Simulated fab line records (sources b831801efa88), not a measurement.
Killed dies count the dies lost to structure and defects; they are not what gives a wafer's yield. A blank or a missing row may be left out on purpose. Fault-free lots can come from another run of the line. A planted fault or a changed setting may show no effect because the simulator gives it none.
Chamber matching    flow sfq line    4 sister chambers for SFQ_TRILAYER_I4_CMP_CMP_100 on cmp-01
The step polishes SiO2. 4 wafers are shown with their chamber, then 9 later ones without.

== WAFERS WITH THEIR CHAMBER ==
wafer   chamber  motor current A (A)
L488.1  2        10.1
L492.6  3        9.4
L495.5  0        9.6
L495.6  1        9.8

== WAFERS WITH NO CHAMBER GIVEN ==
wafer   motor current A (A)
L504.1  9.6
L504.4  9.6
L504.5  9.2
L505.4  9.4
L505.5  10.2
L505.6  9.4
L506.2  9.6
L506.5  9.3
L506.6  9.4

== EACH ONE'S CHAMBER ==
wafer    from the rows above   in truth
L504.1   0                     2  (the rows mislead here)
L504.4   0                     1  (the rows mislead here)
L504.5   3                     3
L505.4   3                     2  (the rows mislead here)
L505.5   2                     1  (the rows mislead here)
L505.6   3                     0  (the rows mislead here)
L506.2   0                     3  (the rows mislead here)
L506.5   3                     3
L506.6   3                     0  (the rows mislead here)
Correct placement for 2 of the 9. Can't be placed from these rows: 0. Number placed wrongly: 7.
How it was worked out, from the rows above alone: a wafer's distance from a chamber is the root of the sum, over the readings, of the square of ((its reading less the chamber's mean) divided by the reading's scatter). The wafer belongs to the nearest chamber; if the next one is less than 2 further off, it can't be placed. A chamber's mean is the mean of its shown wafers. The scatter (one wafer shown for each chamber): square how far every hidden wafer sits from the nearest shown wafer, average those squares and take the square root.
